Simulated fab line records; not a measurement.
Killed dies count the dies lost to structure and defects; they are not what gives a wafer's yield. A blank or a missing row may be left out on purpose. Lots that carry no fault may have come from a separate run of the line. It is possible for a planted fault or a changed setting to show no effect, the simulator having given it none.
fab line records :: flow sky130 :: part 2 of 2: steps 26 to 35 of 35
record
  lots=5
  wafers=15
  lastDay=50
route steps=708 shown METAL2@484 VIA2@507
lots that met no fault: taken from a fault-free run of the same line
startH: hours from the record's first day to the start of the lot's first wafer shown :: waitH: hours elapsed since this lot's preceding step :: " repeats the value in the row above :: L1.1+2: a single row standing in for several wafers :: - no value, or no start given :: * or withheld: withheld :: < > ~ a bound
route shown NAME@n: NAME is a module with steps in the file, n the number in the route of the first one :: usual: mean and standard deviation over wafers with no fault :: same: alike in all rows :: chamber/n: place in a boat :: sites: the reading at each site :: _std_site: the values' standard deviation :: _edge_site: outer sites' mean less inner sites' :: radiusMm: how far each site lies from the wafer's centre :: mask NAME#n: copy n :: behind: the last tool/chamber to shape the wafer :: hold: what put the lot on hold/how long, in hours/how the hold closed :: device: the n, p or np transistor that did not switch :: end of line: the tests these same wafers got at the end of their route :: a step with no rows: only its recipe :: killed: the dies lost at the first sort to structure and to defects; this is not the yield of the wafer :: map: a wafer's dies, marking killed ones x, the rest . and places with no die _
set.NAME: the setting as run; set.NAME@STEP: as run at that earlier step :: model.NAME: the simulator's own value behind a step, which no gauge read
lots at selected steps of the route; one table per step, one row per wafer
services: from which hour (startH, from the record's first day; less than 0 if before it) a tool's chamber was out of use, for how many hours, and why
## steps
# step SKY_VIA2_CMP_02
# recipe
  material=SiO2
  downForcePsi=4
  platenRpm=60
  padVelocityMS=0.94248
# usual
  motorCurrentA=12.7/0.67
  retainingRingPressureFrac=1.000/0.0054
lot.wafer: L076.1
tool: cmp-02
chamber: 3
startH: 832.36
waitH: 0.1
motorCurrentA: 13.7
retainingRingPressureFrac: 1.000

lot.wafer: L076.4
tool: cmp-02
chamber: 2
startH: 832.36
waitH: 0.1
motorCurrentA: 12.3
retainingRingPressureFrac: 1.001

lot.wafer: L076.6
tool: cmp-02
chamber: 3
startH: 832.36
waitH: 0.1
motorCurrentA: 13.1
retainingRingPressureFrac: 0.999

lot.wafer: L079.4
tool: cmp-01
chamber: 3
startH: 873.62
waitH: 0.0
motorCurrentA: 13.6
retainingRingPressureFrac: 1.001

lot.wafer: L079.3
tool: cmp-01
chamber: 1
startH: 873.62
waitH: 0.0
motorCurrentA: 12.3
retainingRingPressureFrac: 0.996

lot.wafer: L079.5
tool: cmp-01
chamber: 0
startH: 873.62
waitH: 0.0
motorCurrentA: 12.6
retainingRingPressureFrac: 0.998

lot.wafer: L085.4
tool: cmp-02
chamber: 2
startH: 927.58
waitH: 0.2
motorCurrentA: 12.8
retainingRingPressureFrac: 0.998

lot.wafer: L085.6
tool: cmp-02
chamber: 3
startH: 927.58
waitH: 0.2
motorCurrentA: 13.1
retainingRingPressureFrac: 0.988

lot.wafer: L085.5
tool: cmp-02
chamber: 0
startH: 927.58
waitH: 0.2
motorCurrentA: 11.3
retainingRingPressureFrac: 1.000

lot.wafer: L090.3
tool: cmp-01
chamber: 2
startH: 938.96
waitH: 0.0
motorCurrentA: 13.2
retainingRingPressureFrac: 0.996

lot.wafer: L090.4
tool: cmp-01
chamber: 3
startH: 938.96
waitH: 0.0
motorCurrentA: 13.1
retainingRingPressureFrac: 1.001

lot.wafer: L090.6
tool: cmp-01
chamber: 2
startH: 938.96
waitH: 0.0
motorCurrentA: 13.2
retainingRingPressureFrac: 0.990

lot.wafer: L096.1
tool: cmp-01
chamber: 1
startH: 986.14
waitH: 0.1
motorCurrentA: 12.4
retainingRingPressureFrac: 1.006

lot.wafer: L096.2
tool: cmp-01
chamber: 2
startH: 986.14
waitH: 0.1
motorCurrentA: 13.2
retainingRingPressureFrac: 1.002

lot.wafer: L096.6
tool: cmp-01
chamber: 3
startH: 986.14
waitH: 0.1
motorCurrentA: 13.8
retainingRingPressureFrac: 1.006
# step SKY_VIA2_BOW_MEAS_03
# recipe
  mode=bow
# usual
  VIA2_BOW=85/7.4
lot.wafer: L076.1
tool: filmMetro-02
chamber: -
startH: 832.66
waitH: 0.2
VIA2_BOW[um]: 95

lot.wafer: L076.4
tool: filmMetro-02
chamber: -
startH: 832.66
waitH: 0.2
VIA2_BOW[um]: 74

lot.wafer: L076.6
tool: filmMetro-02
chamber: -
startH: 832.66
waitH: 0.2
VIA2_BOW[um]: 91

lot.wafer: L079.3
tool: filmMetro-03
chamber: -
startH: 873.96
waitH: 0.2
VIA2_BOW[um]: 88

lot.wafer: L079.4
tool: filmMetro-03
chamber: -
startH: 873.96
waitH: 0.2
VIA2_BOW[um]: 82

lot.wafer: L079.5
tool: filmMetro-03
chamber: -
startH: 873.96
waitH: 0.2
VIA2_BOW[um]: 82

lot.wafer: L085.4
tool: filmMetro-01
chamber: -
startH: 927.79
waitH: 0.2
VIA2_BOW[um]: 76

lot.wafer: L085.5
tool: filmMetro-01
chamber: -
startH: 927.79
waitH: 0.2
VIA2_BOW[um]: 86

lot.wafer: L085.6
tool: filmMetro-01
chamber: -
startH: 927.79
waitH: 0.2
VIA2_BOW[um]: 85

lot.wafer: L090.3
tool: filmMetro-01
chamber: -
startH: 939.30
waitH: 0.3
VIA2_BOW[um]: 76

lot.wafer: L090.4
tool: filmMetro-01
chamber: -
startH: 939.30
waitH: 0.3
VIA2_BOW[um]: 84

lot.wafer: L090.6
tool: filmMetro-01
chamber: -
startH: 939.30
waitH: 0.3
VIA2_BOW[um]: 79

lot.wafer: L096.1
tool: filmMetro-01
chamber: -
startH: 986.34
waitH: 0.1
VIA2_BOW[um]: 79

lot.wafer: L096.2
tool: filmMetro-01
chamber: -
startH: 986.34
waitH: 0.1
VIA2_BOW[um]: 82

lot.wafer: L096.6
tool: filmMetro-01
chamber: -
startH: 986.34
waitH: 0.1
VIA2_BOW[um]: 85
# step SKY_VIA2_DEHYDRATE_04
# recipe
  tempC=200
  timeS=60
# usual
  resistLineTempC=23.01/0.11
lot.wafer: L076.1
tool: lithoTrack-04
chamber: 0
startH: 845.97
waitH: 13.3
resistLineTempC: 23.04

lot.wafer: L076.4
tool: lithoTrack-04
chamber: 0
startH: 845.97
waitH: 13.3
resistLineTempC: 22.84

lot.wafer: L076.6
tool: lithoTrack-04
chamber: 0
startH: 845.97
waitH: 13.3
resistLineTempC: 22.96

lot.wafer: L079.3
tool: lithoTrack-04
chamber: 0
startH: 885.77
waitH: 11.8
resistLineTempC: 22.88

lot.wafer: L079.4
tool: lithoTrack-04
chamber: 0
startH: 885.77
waitH: 11.8
resistLineTempC: 23.11

lot.wafer: L079.5
tool: lithoTrack-04
chamber: 0
startH: 885.77
waitH: 11.8
resistLineTempC: 23.04

lot.wafer: L085.4
tool: lithoTrack-03
chamber: 0
startH: 939.43
waitH: 11.6
resistLineTempC: 22.99

lot.wafer: L085.5
tool: lithoTrack-03
chamber: 0
startH: 939.43
waitH: 11.6
resistLineTempC: 22.98

lot.wafer: L085.6
tool: lithoTrack-03
chamber: 0
startH: 939.43
waitH: 11.6
resistLineTempC: 22.91

lot.wafer: L090.3
tool: lithoTrack-04
chamber: 0
startH: 951.57
waitH: 12.3
resistLineTempC: 23.20

lot.wafer: L090.4
tool: lithoTrack-04
chamber: 0
startH: 951.57
waitH: 12.3
resistLineTempC: 22.97

lot.wafer: L090.6
tool: lithoTrack-04
chamber: 0
startH: 951.57
waitH: 12.3
resistLineTempC: 22.97

lot.wafer: L096.1
tool: lithoTrack-02
chamber: 0
startH: 997.66
waitH: 11.3
resistLineTempC: 23.27

lot.wafer: L096.2
tool: lithoTrack-02
chamber: 0
startH: 997.66
waitH: 11.3
resistLineTempC: 23.21

lot.wafer: L096.6
tool: lithoTrack-02
chamber: 0
startH: 997.66
waitH: 11.3
resistLineTempC: 23.11
# step SKY_VIA2_HMDS_05
# recipe
  primeTimeS=60
  primeTempC=120
# usual
  resistLineTempC=23.00/0.11
lot.wafer: L076.1
tool: lithoTrack-04
chamber: 0
startH: 846.12
waitH: 0.1
resistLineTempC: 22.99

lot.wafer: L076.4
tool: lithoTrack-04
chamber: 0
startH: 846.12
waitH: 0.1
resistLineTempC: 22.91

lot.wafer: L076.6
tool: lithoTrack-04
chamber: 0
startH: 846.12
waitH: 0.1
resistLineTempC: 22.92

lot.wafer: L079.3
tool: lithoTrack-04
chamber: 0
startH: 885.92
waitH: 0.1
resistLineTempC: 23.02

lot.wafer: L079.4
tool: lithoTrack-04
chamber: 0
startH: 885.92
waitH: 0.1
resistLineTempC: 23.01

lot.wafer: L079.5
tool: lithoTrack-04
chamber: 0
startH: 885.92
waitH: 0.1
resistLineTempC: 22.97

lot.wafer: L085.4
tool: lithoTrack-03
chamber: 0
startH: 939.58
waitH: 0.1
resistLineTempC: 22.83

lot.wafer: L085.5
tool: lithoTrack-03
chamber: 0
startH: 939.58
waitH: 0.1
resistLineTempC: 22.93

lot.wafer: L085.6
tool: lithoTrack-03
chamber: 0
startH: 939.58
waitH: 0.1
resistLineTempC: 23.12

lot.wafer: L090.3
tool: lithoTrack-04
chamber: 0
startH: 951.72
waitH: 0.1
resistLineTempC: 23.11

lot.wafer: L090.4
tool: lithoTrack-04
chamber: 0
startH: 951.72
waitH: 0.1
resistLineTempC: 23.06

lot.wafer: L090.6
tool: lithoTrack-04
chamber: 0
startH: 951.72
waitH: 0.1
resistLineTempC: 23.12

lot.wafer: L096.1
tool: lithoTrack-02
chamber: 0
startH: 997.81
waitH: 0.1
resistLineTempC: 23.04

lot.wafer: L096.2
tool: lithoTrack-02
chamber: 0
startH: 997.81
waitH: 0.1
resistLineTempC: 23.02

lot.wafer: L096.6
tool: lithoTrack-02
chamber: 0
startH: 997.81
waitH: 0.1
resistLineTempC: 23.02
# step SKY_VIA2_COAT_06
# recipe
  resist=BARC
  tempC=withheld
  timeS=withheld
  spinRpm=3000
  resistThkNm=60
# usual
  resistLineTempC=*
lot.wafer: L076.1
tool: lithoTrack-04
chamber: 0
startH: 846.27
waitH: 0.1
resistLineTempC: *

lot.wafer: L076.4
tool: lithoTrack-04
chamber: 0
startH: 846.27
waitH: 0.1
resistLineTempC: *

lot.wafer: L076.6
tool: lithoTrack-04
chamber: 0
startH: 846.27
waitH: 0.1
resistLineTempC: *

lot.wafer: L079.3
tool: lithoTrack-04
chamber: 0
startH: 886.07
waitH: 0.1
resistLineTempC: *

lot.wafer: L079.4
tool: lithoTrack-04
chamber: 0
startH: 886.07
waitH: 0.1
resistLineTempC: *

lot.wafer: L079.5
tool: lithoTrack-04
chamber: 0
startH: 886.07
waitH: 0.1
resistLineTempC: *

lot.wafer: L085.4
tool: lithoTrack-03
chamber: 0
startH: 939.73
waitH: 0.1
resistLineTempC: *

lot.wafer: L085.5
tool: lithoTrack-03
chamber: 0
startH: 939.73
waitH: 0.1
resistLineTempC: *

lot.wafer: L085.6
tool: lithoTrack-03
chamber: 0
startH: 939.73
waitH: 0.1
resistLineTempC: *

lot.wafer: L090.3
tool: lithoTrack-04
chamber: 0
startH: 951.87
waitH: 0.1
resistLineTempC: *

lot.wafer: L090.4
tool: lithoTrack-04
chamber: 0
startH: 951.87
waitH: 0.1
resistLineTempC: *

lot.wafer: L090.6
tool: lithoTrack-04
chamber: 0
startH: 951.87
waitH: 0.1
resistLineTempC: *

lot.wafer: L096.1
tool: lithoTrack-02
chamber: 0
startH: 997.96
waitH: 0.1
resistLineTempC: *

lot.wafer: L096.2
tool: lithoTrack-02
chamber: 0
startH: 997.96
waitH: 0.1
resistLineTempC: *

lot.wafer: L096.6
tool: lithoTrack-02
chamber: 0
startH: 997.96
waitH: 0.1
resistLineTempC: *
# step SKY_VIA2_COAT_07
# recipe
  resist=KrF-thick
  spinRpm=3000
  resistThkNm=450
# usual
  resistLineTempC=23.00/0.1
lot.wafer: L076.1
tool: lithoTrack-04
chamber: 0
startH: -
waitH: -
resistLineTempC: 23.01

lot.wafer: L076.4
tool: lithoTrack-04
chamber: 0
startH: -
waitH: -
resistLineTempC: 22.97

lot.wafer: L076.6
tool: lithoTrack-04
chamber: 0
startH: -
waitH: -
resistLineTempC: 22.88

lot.wafer: L079.3
tool: lithoTrack-04
chamber: 0
startH: -
waitH: -
resistLineTempC: 23.22

lot.wafer: L079.4
tool: lithoTrack-04
chamber: 0
startH: -
waitH: -
resistLineTempC: 23.07

lot.wafer: L079.5
tool: lithoTrack-04
chamber: 0
startH: -
waitH: -
resistLineTempC: 23.19

lot.wafer: L085.4
tool: lithoTrack-03
chamber: 0
startH: -
waitH: -
resistLineTempC: 23.08

lot.wafer: L085.5
tool: lithoTrack-03
chamber: 0
startH: -
waitH: -
resistLineTempC: 22.98

lot.wafer: L085.6
tool: lithoTrack-03
chamber: 0
startH: -
waitH: -
resistLineTempC: 22.91

lot.wafer: L090.3
tool: lithoTrack-04
chamber: 0
startH: -
waitH: -
resistLineTempC: 22.98

lot.wafer: L090.4
tool: lithoTrack-04
chamber: 0
startH: -
waitH: -
resistLineTempC: 23.08

lot.wafer: L090.6
tool: lithoTrack-04
chamber: 0
startH: -
waitH: -
resistLineTempC: 22.96

lot.wafer: L096.1
tool: lithoTrack-02
chamber: 0
startH: -
waitH: -
resistLineTempC: 23.19

lot.wafer: L096.2
tool: lithoTrack-02
chamber: 0
startH: -
waitH: -
resistLineTempC: 23.03

lot.wafer: L096.6
tool: lithoTrack-02
chamber: 0
startH: -
waitH: -
resistLineTempC: 23.01
# step SKY_VIA2_SOFTBAKE_08
# recipe
  tempC=100
  timeS=90
  resist=KrF-thick
# usual
  resistLineTempC=23.01/0.1
lot.wafer: L076.1
tool: lithoTrack-04
chamber: 0
startH: -
waitH: -
resistLineTempC: 23.01

lot.wafer: L076.4
tool: lithoTrack-04
chamber: 0
startH: -
waitH: -
resistLineTempC: 23.11

lot.wafer: L076.6
tool: lithoTrack-04
chamber: 0
startH: -
waitH: -
resistLineTempC: 22.93

lot.wafer: L079.3
tool: lithoTrack-04
chamber: 0
startH: -
waitH: -
resistLineTempC: 22.73

lot.wafer: L079.4
tool: lithoTrack-04
chamber: 0
startH: -
waitH: -
resistLineTempC: 22.83

lot.wafer: L079.5
tool: lithoTrack-04
chamber: 0
startH: -
waitH: -
resistLineTempC: 23.01

lot.wafer: L085.4
tool: lithoTrack-03
chamber: 0
startH: -
waitH: -
resistLineTempC: 22.93

lot.wafer: L085.5
tool: lithoTrack-03
chamber: 0
startH: -
waitH: -
resistLineTempC: 22.87

lot.wafer: L085.6
tool: lithoTrack-03
chamber: 0
startH: -
waitH: -
resistLineTempC: 23.04

lot.wafer: L090.3
tool: lithoTrack-04
chamber: 0
startH: -
waitH: -
resistLineTempC: 23.13

lot.wafer: L090.4
tool: lithoTrack-04
chamber: 0
startH: -
waitH: -
resistLineTempC: 23.07

lot.wafer: L090.6
tool: lithoTrack-04
chamber: 0
startH: -
waitH: -
resistLineTempC: 23.21

lot.wafer: L096.1
tool: lithoTrack-02
chamber: 0
startH: -
waitH: -
resistLineTempC: 23.14

lot.wafer: L096.2
tool: lithoTrack-02
chamber: 0
startH: -
waitH: -
resistLineTempC: 23.08

lot.wafer: L096.6
tool: lithoTrack-02
chamber: 0
startH: -
waitH: -
resistLineTempC: 23.06
# step SKY_VIA2_EXPOSE_09
# recipe
  maskId=VIM2
  na=0.8
  sourceShape=annular
  sigmaInner=0.55
  sigmaOuter=0.85
  targetCdNm=200
  doseMj=38
# same
  sigmaInner=0.55
lot.wafer: L076.1+4+6
tool: krfScanner-01
chamber: 0
startH: -
waitH: -
mask: VIM2#0

lot.wafer: L079.3+4+5
tool: krfScanner-01
chamber: 0
startH: -
waitH: -
mask: VIM2#0

lot.wafer: L085.4+5+6
tool: krfScanner-02
chamber: 0
startH: -
waitH: -
mask: VIM2#0

lot.wafer: L090.3+4+6
tool: krfScanner-01
chamber: 0
startH: -
waitH: -
mask: VIM2#0

lot.wafer: L096.1+2+6
tool: krfScanner-01
chamber: 0
startH: -
waitH: -
mask: VIM2#0
# step SKY_VIA2_PEB_10
# recipe
  pebTempC=withheld
  pebTimeS=withheld
  resist=KrF-thick
# usual
  resistLineTempC=*
lot.wafer: L076.1
tool: lithoTrack-04
chamber: 0
startH: -
waitH: -
resistLineTempC: *

lot.wafer: L076.4
tool: lithoTrack-04
chamber: 0
startH: -
waitH: -
resistLineTempC: *

lot.wafer: L076.6
tool: lithoTrack-04
chamber: 0
startH: -
waitH: -
resistLineTempC: *

lot.wafer: L079.3
tool: lithoTrack-03
chamber: 0
startH: -
waitH: -
resistLineTempC: *

lot.wafer: L079.4
tool: lithoTrack-03
chamber: 0
startH: -
waitH: -
resistLineTempC: *

lot.wafer: L079.5
tool: lithoTrack-03
chamber: 0
startH: -
waitH: -
resistLineTempC: *

lot.wafer: L085.4
tool: lithoTrack-04
chamber: 0
startH: -
waitH: -
resistLineTempC: *

lot.wafer: L085.5
tool: lithoTrack-04
chamber: 0
startH: -
waitH: -
resistLineTempC: *

lot.wafer: L085.6
tool: lithoTrack-04
chamber: 0
startH: -
waitH: -
resistLineTempC: *

lot.wafer: L090.3
tool: lithoTrack-03
chamber: 0
startH: -
waitH: -
resistLineTempC: *

lot.wafer: L090.4
tool: lithoTrack-03
chamber: 0
startH: -
waitH: -
resistLineTempC: *

lot.wafer: L090.6
tool: lithoTrack-03
chamber: 0
startH: -
waitH: -
resistLineTempC: *

lot.wafer: L096.1
tool: lithoTrack-03
chamber: 0
startH: -
waitH: -
resistLineTempC: *

lot.wafer: L096.2
tool: lithoTrack-03
chamber: 0
startH: -
waitH: -
resistLineTempC: *

lot.wafer: L096.6
tool: lithoTrack-03
chamber: 0
startH: -
waitH: -
resistLineTempC: *
# step SKY_VIA2_DEVELOP_11
# recipe
  developTimeS=60
  resist=KrF-thick
  devTempC=21
# usual
  resistLineTempC=22.98/0.11
lot.wafer: L076.1
tool: lithoTrack-04
chamber: 0
startH: -
waitH: -
resistLineTempC: 22.95

lot.wafer: L076.4
tool: lithoTrack-04
chamber: 0
startH: -
waitH: -
resistLineTempC: 22.97

lot.wafer: L076.6
tool: lithoTrack-04
chamber: 0
startH: -
waitH: -
resistLineTempC: 23.07

lot.wafer: L079.3
tool: lithoTrack-03
chamber: 0
startH: -
waitH: -
resistLineTempC: 22.81

lot.wafer: L079.4
tool: lithoTrack-03
chamber: 0
startH: -
waitH: -
resistLineTempC: 22.96

lot.wafer: L079.5
tool: lithoTrack-03
chamber: 0
startH: -
waitH: -
resistLineTempC: 22.86

lot.wafer: L085.4
tool: lithoTrack-04
chamber: 0
startH: -
waitH: -
resistLineTempC: 23.17

lot.wafer: L085.5
tool: lithoTrack-04
chamber: 0
startH: -
waitH: -
resistLineTempC: 22.98

lot.wafer: L085.6
tool: lithoTrack-04
chamber: 0
startH: -
waitH: -
resistLineTempC: 23.10

lot.wafer: L090.3
tool: lithoTrack-03
chamber: 0
startH: -
waitH: -
resistLineTempC: 23.09

lot.wafer: L090.4
tool: lithoTrack-03
chamber: 0
startH: -
waitH: -
resistLineTempC: 23.18

lot.wafer: L090.6
tool: lithoTrack-03
chamber: 0
startH: -
waitH: -
resistLineTempC: 22.88

lot.wafer: L096.1
tool: lithoTrack-03
chamber: 0
startH: -
waitH: -
resistLineTempC: 22.88

lot.wafer: L096.2
tool: lithoTrack-03
chamber: 0
startH: -
waitH: -
resistLineTempC: 22.76

lot.wafer: L096.6
tool: lithoTrack-03
chamber: 0
startH: -
waitH: -
resistLineTempC: 22.82
## services
tool: hdpcvd-01
chamber: -
startH: 794.49
hours: 5.5
kind: pm

tool: krfScanner-02
chamber: -
startH: 797.19
hours: 1.0
kind: pm

tool: krfScanner-02
chamber: -
startH: 798.81
hours: 7.2
kind: pm

tool: hdpcvd-01
chamber: -
startH: 819.27
hours: 0.5
kind: repair

tool: rieMetal-02
chamber: -
startH: 824.26
hours: 1.4
kind: pm

tool: hdpcvd-01
chamber: 1
startH: 838.42
hours: 3.5
kind: repair

tool: hdpcvd-01
chamber: -
startH: 841.32
hours: 4.4
kind: repair

tool: krfScanner-01
chamber: -
startH: 852.01
hours: 1.0
kind: pm

tool: cmp-01
chamber: -
startH: 854.48
hours: 3.1
kind: repair

tool: krfScanner-01
chamber: -
startH: 884.03
hours: 0.6
kind: repair

tool: krfScanner-02
chamber: -
startH: 893.71
hours: 1.3
kind: pm

tool: krfScanner-02
chamber: -
startH: 896.25
hours: 1.3
kind: repair

tool: wetBench-02
chamber: -
startH: 907.38
hours: 1.0
kind: repair

tool: krfScanner-02
chamber: -
startH: 907.87
hours: 4.0
kind: pm

tool: krfScanner-02
chamber: -
startH: 914.46
hours: 0.8
kind: pm

tool: krfScanner-01
chamber: -
startH: 923.14
hours: 1.3
kind: pm

tool: pvdSputter-03
chamber: -
startH: 924.89
hours: 2.9
kind: repair

tool: krfScanner-01
chamber: -
startH: 935.48
hours: 0.8
kind: pm

tool: krfScanner-01
chamber: -
startH: 959.28
hours: 1.5
kind: pm

tool: krfScanner-02
chamber: -
startH: 966.19
hours: 1.0
kind: pm

tool: krfScanner-01
chamber: -
startH: 988.97
hours: 4.8
kind: repair

tool: krfScanner-02
chamber: -
startH: 990.41
hours: 0.6
kind: repair

tool: wetBench-02
chamber: -
startH: 992.93
hours: 2.9
kind: repair

tool: krfScanner-02
chamber: -
startH: 993.52
hours: 82.4
kind: repair
